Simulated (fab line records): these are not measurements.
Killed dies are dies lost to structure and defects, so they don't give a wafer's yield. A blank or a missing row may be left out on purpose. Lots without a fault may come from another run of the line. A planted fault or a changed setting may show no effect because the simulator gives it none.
fab line records	flow sky130
record: lots: 11	wafers: 33	last-day: 50
route steps=708 shown LDD_LDN@302 POLY_CUT@315 SD_N@356 SD_P@359 LI_CONTACT@378 PAD_OPEN@708
lots with no fault: from the same line, run without faults
start-h: the number of hours between the record's first day and the start of the first shown wafer of the lot	wait-h: how many hours have passed since the lot's step before this one	" unchanged from the row above	L1.1+2: several wafers, shown together as one row	- either no value or no given start	* or withheld: withheld	< > ~ a bound
route shown NAME@n: NAME is a module with steps in the file, n the number in the route of the first one	usual: average and standard deviation across the fault-free wafers	same: alike in all rows	chamber/n: place in a boat	sites: each site's reading	_std_site: how widely they spread, as a standard deviation	_edge_site: inner sites' mean taken away from outer sites' mean	radius-mm: for every site, how far away it sits from the centre of the wafer	mask NAME#n: copy n	behind: the tool/chamber that last shaped the wafer	hold: why the lot was held/for how many hours/how that ended	device: names the non-switching transistor (n, p or np)	end of line: the tests these same wafers got at the end of their route	a step with no rows: only its recipe	killed: at the first sort, the dies lost to defects and structure; wafer yield is something else	map: dies across one wafer; x = killed, . = not, _ = none there
set.NAME: the setting as run; set.NAME@STEP: as run at that earlier step	model.NAME: the simulator's own value behind a step, which no gauge read
route steps across a sampled set of lots; one table per step, one row per wafer
services: a tool's chamber out of use, with start hour (start-h, from the record's first day; less than 0 if before it), hours out, and reason
== steps ==
step: SKY_LDD_LDN_TW_MEAS_13
usual: LDD_LDN_TW: 1486/15
lot.wafer	tool	chamber	start-h	wait-h	LDD_LDN_TW
L255.2	film-metro-03	-	534.39	0.1	1472
L255.3	"	-	"	"	1463
L255.4	"	-	"	"	1467
L256.4	film-metro-01	-	540.30	0.1	1506
L256.5	"	-	"	"	1498
L256.6	"	-	"	"	1501
L258.3	film-metro-01	-	562.39	0.1	1511
L258.5	"	-	"	"	1492
L258.6	"	-	"	"	1506
L260.1	film-metro-01	-	585.82	0.1	1511
L260.3	"	-	"	"	1504
L260.5	"	-	"	"	1508
L262.1	film-metro-01	-	599.27	0.1	1510
L262.2	"	-	"	"	1510
L262.3	"	-	"	"	1519
L263.1	film-metro-01	-	602.13	0.1	1510
L263.4	"	-	"	"	1500
L263.6	"	-	"	"	1506
L267.2	film-metro-03	-	641.08	0.1	1463
L267.3	"	-	"	"	1463
L267.5	"	-	"	"	1453
L268.3	film-metro-03	-	645.09	0.1	1458
L268.5	"	-	"	"	1459
L268.6	"	-	"	"	1457
L269.2	film-metro-01	-	649.73	0.1	1495
L269.5	"	-	"	"	1502
L269.6	"	-	"	"	1504
L276.1	film-metro-02	-	719.01	0.1	1474
L276.3	"	-	"	"	1477
L276.5	"	-	"	"	1488
L277.2	film-metro-02	-	726.32	0.1	1483
L277.3	"	-	"	"	1488
L277.5	"	-	"	"	1483
step: SKY_POLY_CUT_CD_MEAS_08
recipe: target-cd-nm: 270
usual: cd-nm: 269.9/1.2
lot.wafer	tool	chamber	start-h	wait-h	cd-nm
L255.2	cd-sem-02	-	566.29	-	267.7
L255.3	"	-	"	"	267.2
L255.4	"	-	"	"	267.7
L256.4	cd-sem-01	-	574.34	-	267.5
L256.5	"	-	"	"	269.1
L256.6	"	-	"	"	267.8
L258.3	cd-sem-01	-	593.85	-	269.3
L258.5	"	-	"	"	269.8
L258.6	"	-	"	"	270.0
L260.1	cd-sem-01	-	617.06	-	270.7
L260.3	"	-	"	"	270.0
L260.5	"	-	"	"	271.8
L262.1	cd-sem-02	-	630.46	-	269.4
L262.2	"	-	"	"	270.3
L262.3	"	-	"	"	272.0
L263.1	cd-sem-02	-	633.46	-	269.2
L263.4	"	-	"	"	269.7
L263.6	"	-	"	"	270.7
L267.2	cd-sem-02	-	670.99	-	271.1
L267.3	"	-	"	"	270.5
L267.5	"	-	"	"	269.5
L268.3	cd-sem-01	-	675.56	-	269.8
L268.5	"	-	"	"	271.7
L268.6	"	-	"	"	271.4
L269.2	cd-sem-02	-	680.48	-	271.2
L269.5	"	-	"	"	271.4
L269.6	"	-	"	"	270.9
L276.1	cd-sem-01	-	747.92	-	270.3
L276.3	"	-	"	"	269.4
L276.5	"	-	"	"	269.2
L277.2	cd-sem-01	-	755.30	-	269.5
L277.3	"	-	"	"	268.9
L277.5	"	-	"	"	269.3
step: SKY_SD_N_RTA_14
recipe: temp-c: 1075	time-s: 2	idle-temp-c: 650	ramp-up-c-per-s: 150	ramp-down-c-per-s: 90	ambient: N2
usual: lamp-power-pct: 15.72/0.056	wafer_temp_C_max: 1078.1/1.3
lot.wafer	tool	chamber	start-h	wait-h	lamp-power-pct	wafer_temp_C_max
L255.2	rtp-anneal-02	0	655.80	0.0	15.76	1080.1
L255.3	"	0	"	"	15.71	1081.1
L255.4	"	0	"	"	15.70	1076.9
L256.4	rtp-anneal-01	0	664.28	0.0	15.66	1077.0
L256.5	"	0	"	"	15.61	1077.7
L256.6	"	0	"	"	15.75	1076.6
L258.3	rtp-anneal-01	0	683.12	0.0	15.71	1080.0
L258.5	"	0	"	"	15.70	1079.6
L258.6	"	0	"	"	15.74	1078.7
L260.1	rtp-anneal-01	0	706.75	0.0	15.76	1077.5
L260.3	"	0	"	"	15.62	1079.5
L260.5	"	0	"	"	15.76	1077.6
L262.1	rtp-anneal-01	0	718.65	0.0	15.78	1076.8
L262.2	"	0	"	"	15.87	1079.3
L262.3	"	0	"	"	15.70	1076.7
L263.1	rtp-anneal-02	0	720.49	0.0	15.81	1081.0
L263.4	"	0	"	"	15.57	1077.3
L263.6	"	0	"	"	15.75	1078.3
L267.2	rtp-anneal-02	0	755.66	0.0	15.80	1077.6
L267.3	"	0	"	"	15.63	1077.6
L267.5	"	0	"	"	15.75	1076.6
L268.3	rtp-anneal-01	0	760.23	0.0	15.70	1079.0
L268.5	"	0	"	"	15.78	1079.0
L268.6	"	0	"	"	15.72	1080.4
L269.2	rtp-anneal-02	0	764.47	0.0	15.66	1080.4
L269.5	"	0	"	"	15.71	1076.7
L269.6	"	0	"	"	15.82	1079.2
L276.1	rtp-anneal-01	0	828.50	0.0	15.69	1077.4
L276.3	"	0	"	"	15.65	1078.7
L276.5	"	0	"	"	15.66	1076.7
L277.2	rtp-anneal-02	0	835.42	0.0	15.71	1076.1
L277.3	"	0	"	"	15.68	1079.3
L277.5	"	0	"	"	15.73	1079.0
step: SKY_SD_N_RS_MEAS_16
recipe: thk-meas-gauge: four-point-probe
usual: SD_N_RS: 68.53/0.15
lot.wafer	tool	chamber	start-h	wait-h	hold	SD_N_RS[ohm/sq]
L255.2	film-metro-03	-	655.99	0.1	-	68.34
L255.3	"	-	"	"	-	68.44
L255.4	"	-	"	"	-	68.42
L256.4	film-metro-04	-	664.48	0.1	-	69.01
L256.5	"	-	"	"	-	68.74
L256.6	"	-	"	"	-	68.79
L258.3	film-metro-01	-	683.31	0.1	-	68.50
L258.5	"	-	"	"	-	68.49
L258.6	"	-	"	"	-	68.53
L260.1	film-metro-01	-	706.92	0.1	-	68.57
L260.3	"	-	"	"	-	68.35
L260.5	"	-	"	"	-	68.45
L262.1	film-metro-03	-	718.83	0.1	-	68.46
L262.2	"	-	"	"	-	68.37
L262.3	"	-	"	"	-	68.44
L263.1	film-metro-01	-	720.67	0.1	-	68.61
L263.4	"	-	"	"	-	68.68
L263.6	"	-	"	"	-	68.55
L267.2	film-metro-04	-	755.85	0.1	await-dispo/0.2h/release	71.43
L267.3	"	-	"	"	await-dispo/0.2h/release	71.24
L267.5	"	-	"	"	await-dispo/0.2h/release	71.35
L267.2	film-metro-04	-	756.21	0.3	-	71.53
L267.3	"	-	"	"	-	71.28
L267.5	"	-	"	"	-	71.29
L268.3	film-metro-03	-	760.46	0.1	-	68.39
L268.5	"	-	"	"	-	68.43
L268.6	"	-	"	"	-	68.40
L269.2	film-metro-04	-	764.65	0.1	await-dispo/0.2h/release	71.46
L269.5	"	-	"	"	await-dispo/0.2h/release	71.49
L269.6	"	-	"	"	await-dispo/0.2h/release	71.33
L269.2	film-metro-04	-	765.01	0.3	-	71.35
L269.5	"	-	"	"	-	71.36
L269.6	"	-	"	"	-	71.31
L276.1	film-metro-03	-	828.67	0.1	-	68.31
L276.3	"	-	"	"	-	68.33
L276.5	"	-	"	"	-	68.38
L277.2	film-metro-01	-	835.60	0.1	-	68.49
L277.3	"	-	"	"	-	68.57
L277.5	"	-	"	"	-	68.67
step: SKY_SD_N_RS_MEAS_17
recipe: thk-meas-gauge: four-point-probe
usual: SD_P_RS: 147.0/0.45
lot.wafer	tool	chamber	start-h	wait-h	hold	SD_P_RS[ohm/sq]
L255.2	film-metro-03	-	656.11	0.1	-	147.4
L255.3	"	-	"	"	-	147.0
L255.4	"	-	"	"	-	146.9
L256.4	film-metro-04	-	664.60	0.1	-	148.1
L256.5	"	-	"	"	-	147.9
L256.6	"	-	"	"	-	147.9
L258.3	film-metro-01	-	683.43	0.1	-	146.8
L258.5	"	-	"	"	-	146.5
L258.6	"	-	"	"	-	147.0
L260.1	film-metro-01	-	707.04	0.1	-	147.1
L260.3	"	-	"	"	-	146.5
L260.5	"	-	"	"	-	147.0
L262.1	film-metro-03	-	718.95	0.1	-	146.4
L262.2	"	-	"	"	-	147.3
L262.3	"	-	"	"	-	147.1
L263.1	film-metro-01	-	720.79	0.1	-	147.4
L263.4	"	-	"	"	-	147.1
L263.6	"	-	"	"	-	146.9
L267.2	film-metro-04	-	759.82	3.6	await-dispo/0.2h/release	163.0
L267.3	"	-	"	"	await-dispo/0.2h/release	162.6
L267.5	"	-	"	"	await-dispo/0.2h/release	162.9
L267.2	film-metro-04	-	760.11	0.3	-	163.0
L267.3	"	-	"	"	-	162.5
L267.5	"	-	"	"	-	162.5
L268.3	film-metro-03	-	760.58	0.1	-	146.8
L268.5	"	-	"	"	-	146.3
L268.6	"	-	"	"	-	146.6
L269.2	film-metro-04	-	770.75	5.7	await-dispo/0.2h/release	162.4
L269.5	"	-	"	"	await-dispo/0.2h/release	162.7
L269.6	"	-	"	"	await-dispo/0.2h/release	162.8
L269.2	film-metro-04	-	771.03	0.3	-	162.2
L269.5	"	-	"	"	-	162.9
L269.6	"	-	"	"	-	162.7
L276.1	film-metro-03	-	828.79	0.1	-	146.7
L276.3	"	-	"	"	-	146.8
L276.5	"	-	"	"	-	146.8
L277.2	film-metro-01	-	835.72	0.1	-	147.6
L277.3	"	-	"	"	-	147.4
L277.5	"	-	"	"	-	147.2
step: SKY_LI_CONTACT_STRIP_16
recipe: chemistry: O2/N2	power-w: 1400	pressure-mtorr: 1500	platen-temp-c: withheld	o2-flow-sccm: 3000	n2-flow-sccm: 300	overash-fraction: 0.5
usual: drypump-motor-current-A: 5.7/0.82	o2-flow-sccm: 2999/9.4	oes-product-au: 0.376/0.0055	strip-time-to-endpoint-s: 3.50/0.043
lot.wafer	tool	chamber	start-h	wait-h	drypump-motor-current-A	o2-flow-sccm	oes-product-au	rf-hours-counter-h	strip-time-to-endpoint-s
L255.2	plasma-asher-03	0	685.71	-	6.5	3008	0.381	100	3.56
L255.3	"	1	"	"	6.7	2999	0.366	-	3.51
L255.4	"	0	"	"	6.5	3011	0.371	-	3.49
L256.4	plasma-asher-03	0	695.24	-	6.5	3020	0.372	-	3.47
L256.5	"	0	"	"	6.5	3014	0.374	-	3.53
L256.6	"	1	"	"	6.7	2988	0.371	-	3.45
L258.3	plasma-asher-02	1	713.59	-	5.0	2990	0.370	-	3.50
L258.5	"	0	"	"	4.8	3015	0.374	-	3.47
L258.6	"	1	"	"	5.0	2997	0.375	-	3.49
L260.1	plasma-asher-02	0	735.64	-	4.8	3005	0.376	91	3.61
L260.3	"	0	"	"	4.8	3000	0.385	-	3.55
L260.5	"	0	"	"	4.8	3002	0.382	-	3.57
L262.1	plasma-asher-03	0	747.44	-	6.5	3009	0.369	0	3.43
L262.2	"	1	"	"	6.7	3004	0.384	0	3.54
L262.3	"	0	"	"	6.5	2984	0.372	-	3.49
L263.1	plasma-asher-03	1	749.41	-	6.7	3008	0.375	1	3.57
L263.4	"	1	"	"	6.7	2999	0.380	-	3.55
L263.6	"	1	"	"	6.7	3010	0.373	-	3.51
L267.2	plasma-asher-02	1	783.24	-	5.1	3005	0.381	96	3.47
L267.3	"	0	"	"	4.8	3023	0.376	-	3.50
L267.5	"	1	"	"	5.0	3007	0.384	-	3.51
L268.3	plasma-asher-04	0	788.29	-	6.3	2987	0.376	-	3.50
L268.5	"	0	"	"	6.3	2998	0.380	-	3.52
L268.6	"	1	"	"	4.7	2998	0.364	-	3.49
L269.2	plasma-asher-04	1	791.56	-	4.7	3001	0.381	62	3.51
L269.5	"	1	"	"	4.8	2999	0.377	-	3.51
L269.6	"	0	"	"	6.3	2998	0.376	-	3.50
L276.1	plasma-asher-04	0	855.64	-	6.3	3000	0.385	68	3.47
L276.3	"	1	"	"	4.7	2995	0.383	-	3.46
L276.5	"	1	"	"	4.7	2994	0.373	-	3.44
L277.2	plasma-asher-04	0	862.24	-	6.3	3000	0.377	69	3.50
L277.3	"	0	"	"	6.4	2989	0.376	-	3.48
L277.5	"	1	"	"	4.7	3005	0.378	-	3.47
step: SKY_PAD_OPEN_PROBE_99
usual: killed_at_M0_to_M3: 42/7	killed_at_M4_up: 2.8/1.8	killed-at-contacts: 24/5.8	killed-at-front-end: 15/4.8	killed-at-other: 0.3/0.56	killed-dies: 84/11	killed-open: 46/7.8	killed-short: 38/6.3
same: gross-dies: 492	killed-at-back-side: 0
lot.wafer	tool	chamber	start-h	wait-h	killed_at_M0_to_M3	killed_at_M4_up	killed-at-contacts	killed-at-front-end	killed-at-other	killed-dies	killed-open	killed-short
L263.1	prober-02	-	1129.69	0.1	50	4	11	13	0	78	53	25
L263.4	prober-02	-	1129.84	0.2	57	3	33	8	0	101	53	48
L263.6	prober-02	-	1129.94	0.2	34	3	30	15	1	83	43	40
killed by level:class
L263.1 VIA1:geometric-particle:open=17 VIA3:geometric-particle:open=7 VIA2:geometric-particle:open=6 METAL2:geometric-particle:short=5 CONTACT:geometric-particle:open=5 FIELD_ISO:geometric-particle:open=4 LI_CONTACT:geometric-particle:open=4 METAL1:geometric-particle:short=4
L263.4 VIA3:geometric-particle:open=11 CONTACT:geometric-particle:open=9 LI_CONTACT:geometric-particle:open=9 VIA1:geometric-particle:open=9 VIA1:geometric-particle:short=8 VIA2:geometric-particle:open=7 LOCAL_INTERCONNECT:geometric-particle:short=6 METAL1:geometric-particle:short=6
L263.6 CONTACT:geometric-particle:open=11 LI_CONTACT:geometric-particle:open=8 VIA3:geometric-particle:open=8 METAL2:geometric-particle:short=7 VIA1:geometric-particle:open=5 POLY_GATE:geometric-particle:short=4 SPACER:geometric-particle:short=4 VIA1:geometric-particle:short=4
== services ==
tool	chamber	start-h	hours	kind
rtp-anneal-02	-	663.35	2.7	pm
plasma-asher-04	-	676.69	28.1	pm
plasma-asher-02	-	678.05	23.5	repair
plasma-asher-02	-	701.50	2.8	pm
rtp-anneal-02	-	724.12	0.9	pm
plasma-asher-03	-	733.75	9.0	pm
plasma-asher-03	0	733.75	9.0	vent-cycle
plasma-asher-03	1	733.75	9.0	vent-cycle
plasma-asher-03	0	742.75	-	clean
plasma-asher-03	1	742.75	-	clean
plasma-asher-02	-	788.47	6.8	repair
plasma-asher-02	-	805.37	1.3	repair
plasma-asher-03	-	806.11	4.6	repair
plasma-asher-04	-	822.80	3.4	repair
== key ==
first-sign: step: SKY_SD_N_RS_MEAS_16	reading: visit	direction: added
effect: step: SKY_SD_N_RS_MEAS_16	reading: SD_N_RS	direction: up	sigmas: 19	usual: 68.53	struck: 71.38
effect: step: SKY_SD_N_RS_MEAS_17	reading: visit	direction: added
effect: step: SKY_SD_N_RS_MEAS_17	reading: SD_P_RS	direction: up	sigmas: 35	usual: 147.0	struck: 162.7
met-at SKY_SD_N_RTA_14
struck-lots L267,L269
tester-left-out L267,L269
not-acting-at SKY_LDD_LDN_TW_MEAS_13,SKY_POLY_CUT_CD_MEAS_08,SKY_LI_CONTACT_STRIP_16
onset-between 720.49 755.66
fault: kind: process-parameter-drift	tool: rtp-anneal-02	chamber: -	onset-h: 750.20	steps: SKY_SD_N_RTA_14	channel: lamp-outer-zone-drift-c	offset: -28	shape: step	end-h: 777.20
tester-left-out: of these lots the tester's yield and bins aren't shown, on N5 and GAA mostly nor the transistor test; their killed dies are dies lost to structure and defects alone, not to doping, threshold or leakage, so they don't give the yield
